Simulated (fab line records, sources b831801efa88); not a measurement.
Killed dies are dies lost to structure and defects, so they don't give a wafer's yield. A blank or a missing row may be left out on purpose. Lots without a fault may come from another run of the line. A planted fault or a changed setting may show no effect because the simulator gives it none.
fab line records | flow sky130
record lots=7 wafers=20 last_day=50
route steps=708 shown METAL1@446 VIA1@458
lots that met no fault: from a run of the same line without faults
start_h: hours from the record's first day to the start of the lot's first wafer shown | wait_h: hours since the lot's step before | " the same as in the row above | L1.1+2: a row that stands for several wafers | - no value, or no start given | * or withheld: withheld | < > ~ a bound
route shown NAME@n: a module of which the file shows steps, and the number in the route of the first | usual: mean/standard deviation of fault-free wafers | same: alike in all rows | chamber/n: place in a boat | sites: the reading at each site | _std_site: their standard deviation | _edge_site: outer sites' mean less inner sites' | radius_mm: how far each site lies from the wafer's centre | mask NAME#n: copy n | behind: the tool/chamber that last shaped the wafer | hold: why the lot was held/for how many hours/how that ended | device: the transistor (n, p or np) that didn't switch | end of line: the same wafers' tests at the end of the route | a step without rows: its recipe alone | killed: dies lost to structure and defects at the first sort, not the wafer's yield | map: a wafer's dies, x killed, . not, _ none there
set.NAME: the setting as run; set.NAME@STEP: as run at that earlier step | model.NAME: the simulator's own value behind a step, which no gauge read
lots at some steps of the route; a table a step, a row a wafer
services: from which hour (start_h, from the record's first day; less than 0 if before it) a tool's chamber was out of use, for how many hours, and why
## steps
# step SKY_METAL1_EXPOSE_12
# recipe mask_id=MM1 na=0.8 source_shape=annular sigma_inner=0.55 sigma_outer=0.85 target_cd_nm=140 dose_mj=28
# step SKY_METAL1_PEB_13
# recipe peb_temp_c=withheld peb_time_s=withheld resist=KrF-thick
# step SKY_METAL1_DEVELOP_14
# recipe develop_time_s=60 resist=KrF-thick dev_temp_c=21
# step SKY_METAL1_CD_MEAS_15
# recipe target_cd_nm=140
# usual cd_nm=140.4/1.4
# columns lot.wafer tool chamber start_h wait_h cd_nm
L127.1 cd_sem-01 - 752.13 - 141.1
L127.2 " - " " 140.5
L127.6 " - " " 138.7
L129.3 cd_sem-01 - 758.97 - 137.8
L129.4 " - " " 138.4
L129.5 " - " " 138.1
L136.1 cd_sem-02 - 820.62 - 139.2
L136.2 " - " " 138.1
L136.4 " - " " 139.3
L137.1 cd_sem-02 - 827.42 - 139.3
L137.4 " - " " 138.5
L137.6 " - " " 140.7
L138.2 cd_sem-01 - 832.14 - 139.3
L138.4 " - " " 139.2
L139.3 cd_sem-01 - 840.07 - 140.0
L139.4 " - " " 139.4
L139.5 " - " " 138.7
L150.1 cd_sem-02 - 922.72 - 140.3
L150.4 " - " " 141.7
L150.6 " - " " 140.9
# step SKY_METAL1_OVL_MEAS_16
# usual METAL1_OVL=-2/6.1
# columns lot.wafer tool chamber start_h wait_h METAL1_OVL[nm]
L127.1 overlay-02 - 752.25 0.1 2
L127.2 " - " " 12
L127.6 " - " " 5
L129.3 overlay-02 - 759.06 0.1 -3
L129.4 " - " " 0
L129.5 " - " " 3
L136.1 overlay-02 - 820.74 0.1 -1
L136.2 " - " " -7
L136.4 " - " " -10
L137.1 overlay-01 - 827.54 0.1 -5
L137.4 " - " " -5
L137.6 " - " " -10
L138.2 overlay-02 - 832.24 0.1 0
L138.4 " - " " -8
L139.3 overlay-02 - 840.16 0.1 0
L139.4 " - " " -8
L139.5 " - " " -2
L150.1 overlay-02 - 922.84 0.1 1
L150.4 " - " " -9
L150.6 " - " " -9
# step SKY_METAL1_DESCUM_17
# recipe chemistry=O2 source_power_w=150 bias_power_w=0 pressure_mtorr=10 temp_c=40 time_s=8
# usual drypump_motor_current_A=6.0/0.37 oes_product_au=1.000/0.0096 rf_fwd_power_W=147.0/0.69
# columns lot.wafer tool chamber start_h wait_h drypump_motor_current_A oes_product_au rf_fwd_power_W rf_hours_counter_h
L127.1 rie_metal-01 0 752.29 0.0 5.8 0.981 146.2 3
L127.2 " 1 " " 6.4 1.002 148.1 12
L127.6 " 0 " " 5.8 0.991 146.4 -
L129.3 rie_metal-03 0 759.10 0.0 6.3 1.007 148.1 -
L129.4 " 1 " " 5.4 1.013 147.5 -
L129.5 " 1 " " 5.4 1.006 147.5 -
L136.1 rie_metal-01 1 820.77 0.0 6.4 1.008 148.1 15
L136.2 " 0 " " 5.8 1.001 146.6 6
L136.4 " 1 " " 6.4 1.010 147.8 -
L137.1 rie_metal-03 1 827.57 0.0 5.4 1.020 146.6 11
L137.4 " 1 " " 5.4 1.008 145.7 -
L137.6 " 0 " " 6.4 1.003 147.9 -
L138.2 rie_metal-02 1 832.28 0.0 6.2 1.000 146.9 -
L138.4 " 1 " " 6.2 0.993 146.7 -
L139.3 rie_metal-03 0 840.20 0.0 6.4 0.992 147.5 -
L139.4 " 1 " " 5.4 1.004 145.9 -
L139.5 " 1 " " 5.4 1.002 145.6 -
L150.1 rie_metal-01 0 922.87 0.0 5.8 1.012 146.6 12
L150.4 " 1 " " 6.4 1.005 146.9 -
L150.6 " 0 " " 5.8 1.000 146.1 -
# step SKY_METAL1_ETCH_18
# recipe chemistry=N2/H2 target=BARC ion_energy_ev=200 bias_w=100 pressure_mtorr=30 n2_flow_sccm=100 h2_flow_sccm=200 icp_w=500 stop_on=SiO2 time_s=45.9 target_depth_a=600
# usual bias_w=100.0/0.3 drypump_motor_current_A=6.0/0.37 n2_flow_sccm=100.01/0.29 oes_product_au=0.853/0.0049 rf_fwd_power_W=494.6/2.1 throttle_valve_pct=13.224/0.0087
# columns lot.wafer tool chamber start_h wait_h bias_w drypump_motor_current_A n2_flow_sccm oes_product_au rf_fwd_power_W rf_hours_counter_h throttle_valve_pct
L127.1 rie_metal-01 0 752.32 0.0 100.1 5.8 100.00 0.853 490.8 3 13.215
L127.2 " 1 " " 100.2 6.4 100.76 0.855 494.3 12 13.220
L127.6 " 0 " " 99.6 5.8 99.91 0.856 492.4 - 13.222
L129.3 rie_metal-03 0 759.14 0.0 100.0 6.4 100.31 0.864 496.9 - 13.224
L129.4 " 1 " " 99.5 5.3 99.75 0.863 491.0 - 13.242
L129.5 " 1 " " 99.7 5.3 99.70 0.856 490.4 - 13.216
L136.1 rie_metal-01 1 820.80 0.0 100.0 6.4 100.12 0.859 494.5 15 13.231
L136.2 " 0 " " 99.7 5.8 99.76 0.857 493.3 6 13.213
L136.4 " 1 " " 100.1 6.4 100.01 0.843 497.9 - 13.238
L137.1 rie_metal-03 1 827.60 0.0 100.1 5.4 100.16 0.859 492.9 11 13.227
L137.4 " 1 " " 99.6 5.4 99.50 0.854 492.7 - 13.220
L137.6 " 0 " " 99.4 6.4 99.69 0.859 497.6 - 13.218
L138.2 rie_metal-02 1 832.36 0.1 100.2 6.2 100.54 0.855 492.4 - 13.217
L138.4 " 1 " " 100.0 6.2 100.11 0.850 492.6 - 13.227
L139.3 rie_metal-03 0 840.24 0.0 99.9 6.4 99.97 0.855 499.0 - 13.219
L139.4 " 1 " " 100.0 5.3 99.22 0.855 493.7 - 13.223
L139.5 " 1 " " 99.7 5.3 99.83 0.855 491.9 - 13.220
L150.1 rie_metal-01 0 922.90 0.0 100.2 5.8 100.19 0.852 492.6 12 13.226
L150.4 " 1 " " 99.7 6.4 100.02 0.855 497.4 - 13.235
L150.6 " 0 " " 100.1 5.8 100.67 0.854 492.8 - 13.227
# step SKY_METAL1_METAL_ETCH_19
# recipe target_depth_a=3600 stop_on=SiO2 over_etch_frac=0.3 time_s=78 chemistry=Cl2/BCl3 resist_sidewall_deg=88 pressure_mtorr=10 icp_w=900 bias_w=48.5 Cl2_flow_sccm=60 bcl3_flow_sccm=30
# usual bias_w=48.53/0.13 drypump_motor_current_A=6.0/0.37 oes_product_au=0.856/0.0056 rf_fwd_power_W=893/3.4 throttle_valve_pct=22.264/0.0096
# columns lot.wafer tool chamber start_h wait_h bias_w drypump_motor_current_A oes_product_au rf_fwd_power_W rf_hours_counter_h throttle_valve_pct
L127.1 rie_metal-01 0 752.38 0.0 48.77 5.8 0.858 889 3 22.274
L127.2 " 1 " " 48.55 6.4 0.846 893 12 22.277
L127.6 " 0 " " 48.37 5.8 0.861 892 - 22.273
L129.3 rie_metal-03 0 759.21 0.1 48.61 6.4 0.857 897 - 22.251
L129.4 " 1 " " 48.35 5.4 0.856 891 - 22.279
L129.5 " 1 " " 48.41 5.4 0.852 890 - 22.263
L136.1 rie_metal-01 1 820.87 0.0 48.36 6.4 0.864 896 15 22.259
L136.2 " 0 " " 48.57 5.8 0.866 895 6 22.252
L136.4 " 1 " " 48.64 6.4 0.857 894 - 22.261
L137.1 rie_metal-03 1 827.67 0.0 48.65 5.3 0.846 889 11 22.264
L137.4 " 1 " " 48.74 5.3 0.857 888 - 22.261
L137.6 " 0 " " 48.51 6.4 0.852 899 - 22.257
L138.2 rie_metal-02 1 832.49 0.1 48.66 6.2 0.852 895 - 22.263
L138.4 " 1 " " 48.84 6.2 0.854 895 - 22.262
L139.3 rie_metal-03 0 840.31 0.1 48.82 6.4 0.850 896 - 22.267
L139.4 " 1 " " 48.38 5.4 0.854 892 - 22.263
L139.5 " 1 " " 48.56 5.4 0.849 892 - 22.257
L150.1 rie_metal-01 0 922.97 0.0 48.39 5.8 0.855 889 12 22.249
L150.4 " 1 " " 48.61 6.4 0.859 896 - 22.260
L150.6 " 0 " " 48.45 5.8 0.853 889 - 22.263
# step SKY_METAL1_STRIP_20
# recipe chemistry=O2/N2 power_w=1400 pressure_mtorr=1500 platen_temp_c=withheld o2_flow_sccm=3000 n2_flow_sccm=300 overash_fraction=0.5
# usual drypump_motor_current_A=5.7/0.36 n2_flow_sccm=299.8/0.96 oes_product_au=0.343/0.0045 strip_time_to_endpoint_s=2.71/0.043
# columns lot.wafer tool chamber start_h wait_h drypump_motor_current_A n2_flow_sccm oes_product_au rf_hours_counter_h strip_time_to_endpoint_s
L127.1 plasma_asher-04 0 752.47 0.1 6.1 299.1 0.340 33 2.77
L127.2 " 1 " " 5.1 299.7 0.340 33 2.65
L127.6 " 0 " " 6.1 300.1 0.345 - 2.74
L129.3 plasma_asher-04 0 759.30 0.1 6.1 299.5 0.344 - 2.70
L129.4 " 1 " " 5.2 300.7 0.344 - 2.70
L129.5 " 1 " " 5.2 299.5 0.346 - 2.71
L136.1 plasma_asher-02 0 820.96 0.1 6.1 300.4 0.338 95 2.68
L136.2 " 1 " " 5.5 300.3 0.349 95 2.78
L136.4 " 1 " " 5.4 299.6 0.345 - 2.70
L137.1 plasma_asher-03 1 827.76 0.1 5.7 299.3 0.340 71 2.67
L137.4 " 0 " " 5.8 300.4 0.336 - 2.68
L137.6 " 0 " " 5.8 300.9 0.335 - 2.70
L138.2 plasma_asher-04 0 832.64 0.1 6.1 299.2 0.350 40 2.73
L138.4 " 0 " " 6.1 299.9 0.343 - 2.76
L139.3 plasma_asher-04 0 840.40 0.1 6.1 301.3 0.335 - 2.70
L139.4 " 1 " " 5.2 299.7 0.343 - 2.70
L139.5 " 0 " " 6.1 300.8 0.340 - 2.67
L150.1 plasma_asher-02 1 923.06 0.1 5.5 298.9 0.337 105 2.73
L150.4 " 0 " " 6.1 299.0 0.347 - 2.65
L150.6 " 0 " " 6.1 300.5 0.349 - 2.74
# step SKY_METAL1_STRIP_21
# recipe chemistry=post_etch_residue_remover time_s=1200 temp_c=72.5
# step SKY_METAL1_CLEAN_22
# recipe chemistry=IPA time_s=180 temp_c=25
# step SKY_METAL1_CLEAN_23
# recipe chemistry=O3/DIW dry=n2_spin
# step SKY_VIA1_HDPCVD_00
# recipe material=SiO2 target_thk_nm=1030 sigma_open_frac=0.3 time_s=171.7 temp_c=400 sih4_flow_sccm=60 pressure_mtorr=6
# usual run_length_s=199.5/0.46
# columns lot.wafer tool chamber start_h wait_h run_length_s model.SiO2_of_VIA1_HDPCVD_00.thk_nm
L127.1 hdpcvd-02 2 753.07 0.0 199.0 1055
L127.2 " 1 " " 199.9 1044
L127.6 " 2 " " 199.2 1053
L129.3 hdpcvd-01 1 759.90 0.0 198.6 1053
L129.4 " 1 " " 198.8 1055
L129.5 " 0 " " 199.6 1063
L136.1 hdpcvd-02 0 821.55 0.0 199.6 1035
L136.2 " 2 " " 169.0 862.1
L136.4 " 2 " " 168.8 861.5
L137.1 hdpcvd-01 2 828.39 0.0 199.3 1031
L137.4 " 2 " " 199.1 1042
L137.6 " 1 " " 198.9 1047
L138.2 hdpcvd-02 1 833.24 0.0 169.6 849.8
L138.4 " 1 " " 169.3 856.2
L139.3 hdpcvd-02 2 841.00 0.0 199.8 1059
L139.4 " 2 " " 169.8 878
L139.5 " 0 " " 199.9 1037
L150.1 hdpcvd-01 2 923.65 0.0 199.6 1034
L150.4 " 1 " " 198.5 1051
L150.6 " 0 " " 199.8 1055
# step SKY_VIA1_THK_MEAS_01
# recipe reads=SiO2_of_VIA1_HDPCVD_00
# usual VIA1_HDPCVD_THK=1034/13
# columns lot.wafer tool chamber start_h wait_h VIA1_HDPCVD_THK[nm]
L127.1 film_metro-03 - 753.18 0.1 1056
L127.2 " - " " 1044
L127.6 " - " " 1054
L129.3 film_metro-03 - 760.03 0.1 1053
L129.4 " - " " 1056
L129.5 " - " " 1062
L136.1 film_metro-03 - 821.67 0.1 1035
L136.2 " - " " 862
L136.4 " - " " 861
L137.1 film_metro-03 - 828.50 0.1 1032
L137.4 " - " " 1041
L137.6 " - " " 1047
L138.2 film_metro-04 - 833.36 0.1 850
L138.4 " - " " 857
L139.3 film_metro-04 - 841.13 0.1 1060
L139.4 " - " " 878
L139.5 " - " " 1038
L150.1 film_metro-04 - 923.76 0.1 1034
L150.4 " - " " 1051
L150.6 " - " " 1055
# step SKY_VIA1_CMP_02
# recipe material=SiO2 down_force_psi=4 platen_rpm=60 pad_velocity_m_s=0.94248
# usual motor_current_A=11.8/1
# columns lot.wafer tool chamber start_h wait_h motor_current_A
L127.1 cmp-01 3 753.24 0.1 12.1
L127.2 " 1 " " 11.5
L127.6 " 0 " " 9.2
L129.4 cmp-01 2 760.12 0.1 11.9
L129.3 " 3 " " 12.0
L129.5 " 2 " " 12.7
L136.2 cmp-01 2 821.73 0.0 12.2
L136.4 " 3 " " 11.6
L136.1 " 0 " " 10.3
L137.4 cmp-01 0 828.66 0.1 10.3
L137.1 " 1 " " 11.5
L137.6 " 2 " " 12.0
L138.2 cmp-01 1 833.41 0.0 11.6
L138.4 " 3 " " 11.4
L139.3 cmp-01 2 841.17 0.0 12.1
L139.4 " 3 " " 11.7
L139.5 " 2 " " 12.1
L150.4 cmp-02 0 923.82 0.0 12.1
L150.1 " 2 " " 14.1
L150.6 " 1 " " 13.0
## services
# columns tool chamber start_h hours kind
cmp-01 - 744.12 4.0 pm
plasma_asher-04 - 746.76 2.8 pm
cmp-01 - 748.12 - consumable_replace:conditioner
plasma_asher-02 - 748.52 5.9 repair
hdpcvd-02 - 777.89 1.2 repair
cmp-02 - 779.68 4.3 repair
hdpcvd-01 1 791.18 1.8 repair
rie_metal-01 1 802.36 2.2 repair
hdpcvd-02 - 802.50 2.7 pm
plasma_asher-03 - 808.62 3.0 repair
rie_metal-02 0 814.30 19.5 repair
plasma_asher-04 - 820.15 5.8 repair
rie_metal-01 - 859.83 2.8 pm
hdpcvd-01 2 861.71 12.8 repair
cmp-02 - 862.13 5.2 pm
rie_metal-01 1 871.63 - clean
rie_metal-01 1 871.63 21.8 scheduled_down
rie_metal-01 1 871.63 21.8 vent_cycle
cmp-01 - 901.02 5.0 repair
hdpcvd-01 - 906.26 5.5 pm
rie_metal-01 - 906.76 0.6 repair
rie_metal-03 0 910.49 - clean
rie_metal-03 0 910.49 15.1 scheduled_down
rie_metal-03 0 910.49 15.1 vent_cycle
## key
first_sign step=SKY_VIA1_HDPCVD_00 reading=run_length_s direction=down sigmas=66 usual=* struck=*
effect step=SKY_VIA1_THK_MEAS_01 reading=VIA1_HDPCVD_THK direction=down sigmas=13 usual=1034 struck=861
model_effect step=SKY_VIA1_HDPCVD_00 value=SiO2_of_VIA1_HDPCVD_00.thk_nm without=1042 struck=861.5
met_at SKY_VIA1_HDPCVD_00
struck_wafers L136.2,L136.4,L138.2,L138.4,L139.4
onset_between 753.07 821.55
fault kind=process_parameter_drift tool=hdpcvd-02 chamber=- onset_h=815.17 steps=SKY_VIA1_HDPCVD_00 channel=time_s offset=* shape=step end_h=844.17 scope=struck_wafers_only acts_in=* stated=*
